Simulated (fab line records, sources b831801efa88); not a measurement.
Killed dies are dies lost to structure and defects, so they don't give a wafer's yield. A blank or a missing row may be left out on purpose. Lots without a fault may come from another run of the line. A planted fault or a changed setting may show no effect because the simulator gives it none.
Which tool did it? | flow gf180mcu | 12 lots, 36 wafers sampled, at 5 steps of a route of 602

WHAT THE GAUGES READ, wafer by wafer
GF_V3_THK_MEAS_01.
lot  | measured     | on            | V3_CVD_00_THK (nm)
L974 | day 21 07:16 | film_metro-03 | 607 602 604
L975 | day 21 13:15 | film_metro-02 | 599 597 597
L976 | day 22 03:48 | film_metro-02 | 583 583 595
L978 | day 23 02:14 | film_metro-03 | 594 603 593
L980 | day 23 15:32 | film_metro-04 | 609 609 604
L982 | day 24 10:30 | film_metro-02 | 602 592 596
L983 | day 24 18:59 | film_metro-03 | 608 616 603
L985 | day 25 16:20 | film_metro-02 | 593 593 602
L986 | day 26 00:56 | film_metro-02 | 617 614 610
L994 | day 28 05:19 | film_metro-02 | 905 596 901 905 596 901
L996 | day 28 16:09 | film_metro-02 | 593 593 603
L997 | day 28 19:53 | film_metro-03 | 587 599 598

GF_MIM_RS_MEAS_10: measures by four-point-probe.
lot  | measured     | on            | MIM_ALCU_RS (ohm/sq)
L974 | day 24 08:11 | film_metro-02 | 0.1593 0.1614 0.1599
L975 | day 24 15:41 | film_metro-02 | 0.1631 0.1583 0.1639
L976 | day 25 04:31 | film_metro-02 | 0.1606 0.1586 0.1572
L978 | day 26 02:35 | film_metro-02 | 0.1606 0.1579 0.1583
L980 | day 26 13:38 | film_metro-01 | 0.1587 0.1611 0.1603
L982 | day 27 07:52 | film_metro-02 | 0.1589 0.1546 0.1554
L983 | day 27 16:10 | film_metro-03 | 0.1600 0.1577 0.1599
L985 | day 28 11:17 | film_metro-02 | 0.1590 0.1610 0.1597
L986 | day 28 18:44 | film_metro-01 | 0.1596 0.1578 0.1575
L994 | day 30 19:20 | film_metro-02 | 0.1607 0.1551 0.1554
L996 | day 31 05:08 | film_metro-03 | 0.1566 0.1627 0.1587
L997 | day 31 08:07 | film_metro-01 | 0.1574 0.1618 0.1573

WHICH TOOL RAN EACH LOT (tool, then ch and the chambers of the sampled wafers, then the start)
lot  | GF_V3_CVD_00                     | GF_V4_CVD_23                  | GF_MIM_SPUTTER_01
L974 | hdpcvd-02 ch 0,1,2, day 21 07:12 | cvd_w-01 ch 0,1, day 24 07:10 | pvd_sputter-02, day 24 07:49
L975 | hdpcvd-01 ch 0,2, day 21 13:10   | cvd_w-01 ch 0,1, day 24 14:40 | pvd_sputter-04, day 24 15:19
L976 | hdpcvd-01 ch 0,2, day 22 03:43   | cvd_w-02 ch 0,1, day 25 03:31 | pvd_sputter-04, day 25 04:13
L978 | hdpcvd-01 ch 0,1, day 23 02:10   | cvd_w-02 ch 0, day 26 01:34   | pvd_sputter-02, day 26 02:16
L980 | hdpcvd-02 ch 1,2, day 23 15:27   | cvd_w-01 ch 1, day 26 12:37   | pvd_sputter-01, day 26 13:19
L982 | hdpcvd-02 ch 0,1,2, day 24 10:25 | cvd_w-01 ch 0,1, day 27 06:51 | pvd_sputter-01, day 27 07:32
L983 | hdpcvd-01 ch 1,2, day 24 18:55   | cvd_w-01 ch 0,1, day 27 15:10 | pvd_sputter-01, day 27 15:52
L985 | hdpcvd-01 ch 1,2, day 25 16:16   | cvd_w-01 ch 0,1, day 28 10:16 | pvd_sputter-02, day 28 10:58
L986 | hdpcvd-02 ch 0,1, day 26 00:49   | cvd_w-02 ch 0,1, day 28 17:43 | pvd_sputter-04, day 28 18:25
L994 | hdpcvd-02 ch 0,1, day 28 05:14   | cvd_w-01 ch 0,1, day 30 18:19 | pvd_sputter-04, day 30 19:00
L996 | hdpcvd-01 ch 0,1,2, day 28 16:05 | cvd_w-02 ch 0,1, day 31 04:07 | pvd_sputter-01, day 31 04:46
L997 | hdpcvd-01 ch 0,1, day 28 19:48   | cvd_w-02 ch 0, day 31 07:05   | pvd_sputter-01, day 31 07:46
- GF_V3_CVD_00: deposits SiO2, target thk 600 nm, time 100 s.
- GF_V4_CVD_23: deposits W, target thk 350 nm, time 104.9 s.
- GF_MIM_SPUTTER_01: material TiN, target thk 30 nm, time 25 s.

WHAT THE TOOLS THEMSELVES READ (means of the sampled wafers that have a number; where no wafer has one, the mark that the record gives instead)
GF_V3_CVD_00.
lot  | tool      | sih4_flow_sccm (sccm)
L974 | hdpcvd-02 | 59.83
L975 | hdpcvd-01 | 59.86
L976 | hdpcvd-01 | 60.07
L978 | hdpcvd-01 | 59.97
L980 | hdpcvd-02 | 60.13
L982 | hdpcvd-02 | 59.91
L983 | hdpcvd-01 | 60.07
L985 | hdpcvd-01 | 60.01
L986 | hdpcvd-02 | 60.04
L994 | hdpcvd-02 | 80.05
L996 | hdpcvd-01 | 60.01
L997 | hdpcvd-01 | 60.07

GF_V4_CVD_23.
lot  | tool     | heater_power_outer_w (W) | heater_power_w (W)
L974 | cvd_w-01 | 593                      | 956
L975 | cvd_w-01 | 592                      | 965
L976 | cvd_w-02 | 560                      | 915
L978 | cvd_w-02 | 537                      | 900
L980 | cvd_w-01 | 505                      | 847
L982 | cvd_w-01 | 591                      | 978
L983 | cvd_w-01 | 554                      | 915
L985 | cvd_w-01 | 555                      | 911
L986 | cvd_w-02 | 577                      | 925
L994 | cvd_w-01 | 599                      | 967
L996 | cvd_w-02 | 548                      | 916
L997 | cvd_w-02 | 538                      | 896

GF_MIM_SPUTTER_01.
lot  | tool           | throttle_valve_pct (%)
L974 | pvd_sputter-02 | 29.3
L975 | pvd_sputter-04 | 31.0
L976 | pvd_sputter-04 | 31.1
L978 | pvd_sputter-02 | 30.1
L980 | pvd_sputter-01 | 28.7
L982 | pvd_sputter-01 | 29.3
L983 | pvd_sputter-01 | 29.6
L985 | pvd_sputter-02 | 29.2
L986 | pvd_sputter-04 | 30.5
L994 | pvd_sputter-04 | 30.8
L996 | pvd_sputter-01 | 28.7
L997 | pvd_sputter-01 | 28.8

THE ANSWER, worked out from the rows above alone
Rule: what is usual is taken from the lots themselves. Put in order of their means at a reading, lots are off if they are a third of the lots or fewer, leave a main group of 4 or more, and stand apart from it by a gap of 3 or more times the standard deviation of the main group's means; of several such gaps the widest counts. A main group whose means are all the same, to the digits that the tables above print for the reading, isn't used. A lot without any number at a reading at which 4 lots or more have one is off too. The other lots that the step has rows for count as sound. The gauges are gone through in route order, then the tools' own readings, and for those a lot's mean is taken as printed above. The first step at which some lot is off is used, and at that step the reading that is off furthest; a lot without a number counts as furthest.
Off: L994, at GF_V3_THK_MEAS_01 (V3_CVD_00_THK). The main group: mean 600 nm, standard deviation 7.4.
A tool fits if, at a process step before that reading, it ran every lot that is off, and no sound lot after the first of them. The gauges at GF_V3_THK_MEAS_01 aren't tried: what is off there is off at GF_V3_CVD_00 too, on other tools, and a gauge's error can't cause that. One fits: hdpcvd-02 at GF_V3_CVD_00. Its last sound lot is L986 (day 26 00:49), its first lot that is off L994 (day 28 05:14): a fault that began between those two fits.
The tool's own readings at GF_V3_CVD_00 bear it out: on the lots that are off they differ by more than 5 times the standard deviation of the sound lots' means. sih4_flow_sccm reads 80.05 sccm there against 60.00 sccm on the sound lots.

WHAT THE SIMULATOR HAD PUT IN
Process parameter drift: hdpcvd-02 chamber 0, from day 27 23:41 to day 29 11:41, at GF_V3_CVD_00. Setting sih4_flow_sccm, moved by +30, from 60. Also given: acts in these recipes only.
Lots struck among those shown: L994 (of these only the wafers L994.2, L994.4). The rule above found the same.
